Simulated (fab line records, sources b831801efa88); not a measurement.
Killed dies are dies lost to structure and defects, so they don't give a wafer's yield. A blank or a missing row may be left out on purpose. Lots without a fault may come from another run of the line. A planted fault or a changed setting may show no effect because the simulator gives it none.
Which tool did it? | flow sky130 | 11 lots, 33 wafers sampled, at 4 steps of a route of 708

WHAT THE GAUGES READ, wafer by wafer
SKY_DNWELL_TW_MEAS_09. Usual: DNWELL_TW 1116, standard deviation 12.
lot  | measured    | on            | DNWELL_TW      | flag
L625 | day 3 13:23 | film_metro-04 | 1130 1131 1132 |
L628 | day 3 20:00 | film_metro-02 | 1137 1128 1131 |
L630 | day 4 06:54 | film_metro-01 | 1091 1091 1089 |
L631 | day 4 14:52 | film_metro-04 | 30 30 30       | OFF
L638 | day 6 08:32 | film_metro-02 | 1111 1118 1113 |
L640 | day 6 12:38 | film_metro-04 | 1116 1124 1122 |
L639 | day 6 12:39 | film_metro-01 | 1117 1111 1109 |
L643 | day 7 08:05 | film_metro-01 | 1104 1105 1105 |
L644 | day 7 13:46 | film_metro-04 | 1098 1102 1102 |
L645 | day 7 17:55 | film_metro-02 | 1124 1121 1124 |
L647 | day 8 01:07 | film_metro-04 | 1110 1105 1108 |

SKY_NWELL_OVL_MEAS_10. Usual: NWELL_00_OVL 1.2 nm, standard deviation 1.2.
lot  | measured    | on         | NWELL_00_OVL (nm) | flag
L625 | day 4 22:56 | overlay-01 | 0.4 0.0 0.2       |
L628 | day 5 04:49 | overlay-02 | 0.5 -1.0 0.1      |
L630 | day 5 15:27 | overlay-01 | 1.2 2.4 1.5       |
L631 | day 6 00:29 | overlay-01 | 2.6 -0.1 2.6      |
L638 | day 8 01:02 | overlay-01 | 1.0 1.4 1.4       |
L640 | day 8 04:35 | overlay-02 | 2.0 2.1 3.2       |
L639 | day 8 05:10 | overlay-01 | 1.7 0.9 2.1       |
L643 | day 9 00:56 | overlay-01 | 0.5 2.0 0.6       |
L644 | day 9 06:01 | overlay-02 | 0.4 2.0 1.2       |
L645 | day 9 11:49 | overlay-01 | 2.9 0.6 2.0       |
L647 | day 9 19:11 | overlay-01 | 0.6 1.2 0.7       |

SKY_NWELL_TW_MEAS_15. Usual: NWELL_TW 1825, standard deviation 17.
lot  | measured    | on            | NWELL_TW       | flag
L625 | day 4 23:31 | film_metro-04 | 1843 1835 1841 |
L628 | day 5 05:24 | film_metro-02 | 1844 1843 1837 |
L630 | day 5 16:02 | film_metro-02 | 1847 1841 1836 |
L631 | day 6 01:05 | film_metro-01 | 1932 1944 1950 | OFF
L638 | day 8 01:37 | film_metro-02 | 1824 1824 1825 |
L640 | day 8 05:11 | film_metro-01 | 1805 1803 1803 |
L639 | day 8 05:45 | film_metro-01 | 1804 1803 1802 |
L643 | day 9 01:32 | film_metro-02 | 1844 1841 1839 |
L644 | day 9 06:37 | film_metro-01 | 1790 1803 1797 |
L645 | day 9 12:25 | film_metro-01 | 1803 1812 1820 |
L647 | day 9 19:46 | film_metro-01 | 1813 1821 1808 |

WHICH TOOL RAN EACH LOT (tool, then ch and the chambers of the sampled wafers, then the start)
lot  | SKY_DNWELL_EXPOSE_04
L625 | iline_stepper-01 ch 0, day 3 05:43
L628 | iline_stepper-01 ch 0, day 3 11:50
L630 | iline_stepper-01 ch 0, day 3 23:20
L631 | iline_stepper-01 ch 0, day 4 05:40
L638 | iline_stepper-02 ch 0, day 5 23:31
L640 | iline_stepper-02 ch 0, day 6 03:49
L639 | iline_stepper-01 ch 0, day 6 04:04
L643 | iline_stepper-02 ch 0, day 6 21:47
L644 | iline_stepper-01 ch 0, day 7 03:40
L645 | iline_stepper-01 ch 0, day 7 07:25
L647 | iline_stepper-01 ch 0, day 7 14:52
- SKY_DNWELL_EXPOSE_04: exposes mask DNM, target cd 3000 nm.

WHAT THE TOOLS THEMSELVES READ (means of the sampled wafers that have a number; where no wafer has one, the mark that the record gives instead)
The record holds no such reading with a usual standard deviation.

THE ANSWER, worked out from the rows above alone
Rule: a lot is off if the mean of its wafers that have a number lies more than 3 standard deviations from the usual mean. A lot without any number at a reading at which 4 lots or more have one is off too. The other lots that the step has rows for count as sound. The gauges are gone through in route order, then the tools' own readings, and for those a lot's mean is taken as printed above. The first step at which some lot is off is used, and at that step the reading that is off furthest; a lot without a number counts as furthest.
Off: L631, at SKY_DNWELL_TW_MEAS_09 (DNWELL_TW).
A tool fits if, at a process step before that reading, it ran every lot that is off, and no sound lot after the first of them. The gauges at SKY_DNWELL_TW_MEAS_09 aren't tried: what is off there is off at SKY_NWELL_TW_MEAS_15 too, on other tools, and a gauge's error can't cause that. None of those tried fits.

WHAT THE SIMULATOR HAD PUT IN
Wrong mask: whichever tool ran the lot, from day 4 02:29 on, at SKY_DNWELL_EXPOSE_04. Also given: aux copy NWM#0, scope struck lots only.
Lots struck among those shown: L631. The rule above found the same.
